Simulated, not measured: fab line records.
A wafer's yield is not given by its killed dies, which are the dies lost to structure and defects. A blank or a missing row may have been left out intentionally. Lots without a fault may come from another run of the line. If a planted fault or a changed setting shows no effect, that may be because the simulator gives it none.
Which tool is to blame? | flow gf180mcu | Sampling: 14 lots, 42 wafers, 4 of 602 route steps

WHAT EACH GAUGE READ, for each wafer
GF_VT_IMPLANT_OVL_MEAS_18. Usual: VT_IMPLANT_01_OVL gives -1.0 nm (standard deviation 1.4).
lot  | measured     | on         | VT_IMPLANT_01_OVL (nm) | flag
L394 | day 6 02:05  | overlay-02 | 0.2 1.6 -0.6           |
L396 | day 6 14:19  | overlay-01 | -1.2 -0.6 -1.2         |
L397 | day 7 10:05  | overlay-01 | 0.6 -0.4 0.4           |
L399 | day 7 19:28  | overlay-01 | -1.6 2.2 -0.3          |
L400 | day 8 09:04  | overlay-01 | -3.2 -2.2 -2.2         |
L402 | day 8 14:14  | overlay-02 | -2.0 0.1 -2.6          |
L403 | day 9 03:13  | overlay-01 | -1.9 -2.0 -1.6         |
L404 | day 9 06:43  | overlay-02 | -2.9 -3.5 -2.3         |
L406 | day 9 13:22  | overlay-02 | -0.8 -1.7 -0.3         |
L407 | day 9 18:05  | overlay-01 | 0.0 -1.1 1.6           |
L411 | day 10 17:34 | overlay-01 | 0.2 -0.4 -0.7          |
L412 | day 11 00:40 | overlay-02 | -0.9 0.6 0.3           |
L413 | day 11 06:26 | overlay-02 | -1.2 -1.0 -2.6         |
L417 | day 12 07:49 | overlay-01 | -0.1 -1.5 -1.1         |

GF_POLY_GATE_CD_MEAS_10: the cd target is 280 nm. Usual: cd nm at 280.1 nm, with a standard deviation of 1.2.
lot  | measured     | on        | cd nm (nm)        | flag
L394 | day 8 23:34  | cd sem-02 | 279.3 279.0 279.1 |
L396 | day 9 12:45  | cd sem-02 | 280.2 281.5 280.4 |
L397 | day 10 11:14 | cd sem-01 | 280.2 279.4 279.8 |
L399 | day 11 02:17 | cd sem-01 | 279.6 279.9 280.6 |
L400 | day 11 13:03 | cd sem-01 | 281.1 280.5 280.3 |
L402 | day 11 22:32 | cd sem-01 | 281.0 280.6 281.5 |
L403 | day 12 08:21 | cd sem-01 | 279.4 279.0 278.6 |
L404 | day 12 15:01 | cd sem-01 | 281.1 280.6 281.0 |
L406 | day 12 23:13 | cd sem-02 | 279.2 279.5 279.3 |
L407 | day 13 01:38 | cd sem-01 | 278.3 278.2 278.0 |
L411 | day 14 05:45 | cd sem-01 | 280.9 279.5 281.3 |
L412 | day 14 15:24 | cd sem-02 | 280.7 280.4 280.8 |
L413 | day 14 20:59 | cd sem-02 | 281.6 280.6 281.6 |
L417 | day 16 02:19 | cd sem-01 | 281.2 282.2 280.1 |

GF_HV_LDD_CD_MEAS_19: the cd target is 400 nm. Usual: cd nm at 399.4 nm, with a standard deviation of 2.6.
lot  | measured     | on        | cd nm (nm)        | flag
L394 | day 10 11:55 | cd sem-02 | 401.0 400.7 401.3 |
L396 | day 11 02:59 | cd sem-02 | 402.4 403.0 404.5 |
L397 | day 12 02:34 | cd sem-02 | 397.8 398.7 396.7 |
L399 | day 12 18:37 | cd sem-01 | 396.2 400.5 396.9 |
L400 | day 13 05:22 | cd sem-02 | 396.8 397.0 395.5 |
L402 | day 13 14:40 | cd sem-01 | 400.7 401.6 403.3 |
L403 | day 14 03:20 | cd sem-02 | 397.8 397.9 398.4 |
L404 | day 14 08:55 | cd sem-01 | 397.6 396.6 399.3 |
L406 | day 14 19:13 | cd sem-02 | 401.3 401.4 402.4 |
L407 | day 14 20:55 | cd sem-01 | 398.7 399.5 397.6 |
L411 | day 16 03:03 | cd sem-02 | 400.2 400.5 400.8 |
L412 | day 16 12:19 | cd sem-01 | 370.4 368.6 401.3 | OFF
L413 | day 16 19:07 | cd sem-01 | 365.5 397.7 368.2 | OFF
L417 | day 18 01:30 | cd sem-02 | 400.8 401.5 400.3 |

EACH LOT AND THE TOOL THAT RAN IT (in order: tool; ch and the chambers of the sampled wafers; start)
lot  | GF_HV_LDD_DEVELOP_18
L394 | litho track-04 ch 0, day 10 11:47
L396 | litho track-01 ch 0, day 11 02:51
L397 | litho track-04 ch 0, day 12 02:26
L399 | litho track-01 ch 0, day 12 18:28
L400 | litho track-02 ch 0, day 13 05:13
L402 | litho track-04 ch 0, day 13 14:32
L403 | litho track-01 ch 0, day 14 03:12
L404 | litho track-04 ch 0, day 14 08:47
L406 | litho track-02 ch 0, day 14 19:04
L407 | litho track-04 ch 0, day 14 20:47
L411 | litho track-04 ch 0, day 16 02:54
L412 | litho track-02 ch 0, day 16 12:10
L413 | litho track-02 ch 0, day 16 18:59
L417 | litho track-04 ch 0, day 18 01:21
- GF_HV_LDD_DEVELOP_18: develop time 60 s.

AS READ BY THE TOOLS THEMSELVES (means over the sampled wafers that have a number; for cases with no such wafer, the mark the record gives instead)
GF_HV_LDD_DEVELOP_18. Usual: resist line temp C at 23.01 C, with a standard deviation of 0.11.
lot  | tool           | resist line temp C (C) | flag
L394 | litho track-04 | 22.90                  |
L396 | litho track-01 | 22.90                  |
L397 | litho track-04 | 23.00                  |
L399 | litho track-01 | 23.08                  |
L400 | litho track-02 | 23.09                  |
L402 | litho track-04 | 22.98                  |
L403 | litho track-01 | 23.08                  |
L404 | litho track-04 | 22.98                  |
L406 | litho track-02 | 22.98                  |
L407 | litho track-04 | 22.95                  |
L411 | litho track-04 | 22.98                  |
L412 | litho track-02 | 22.90                  |
L413 | litho track-02 | 22.87                  |
L417 | litho track-04 | 23.22                  |

THE ANSWER, worked out from the rows above alone
Rule: a lot is off if the mean of its wafers that have a number lies more than 3 standard deviations from the usual mean. A lot without any number at a reading at which 4 lots or more have one is off too. Any other lot the step has rows for is counted as sound. Order of review: gauges by route order, followed by the tools' own readings, for which a lot's mean as printed above is used. The first step at which some lot is off is used, and at that step the reading that is off furthest; a lot without a number counts as furthest.
Off: L412, L413 (GF_HV_LDD_CD_MEAS_19, cd nm).
A tool fits if, at a process step before that reading, it ran every lot that is off, and no sound lot after the first of them. Those tools and the gauges at GF_HV_LDD_CD_MEAS_19 are tried in the same way. Undecided on this evidence; 2 tools fit (litho track-02 at GF_HV_LDD_DEVELOP_18, cd sem-01 at GF_HV_LDD_CD_MEAS_19).

WHAT HAD BEEN PUT IN BY THE SIMULATOR
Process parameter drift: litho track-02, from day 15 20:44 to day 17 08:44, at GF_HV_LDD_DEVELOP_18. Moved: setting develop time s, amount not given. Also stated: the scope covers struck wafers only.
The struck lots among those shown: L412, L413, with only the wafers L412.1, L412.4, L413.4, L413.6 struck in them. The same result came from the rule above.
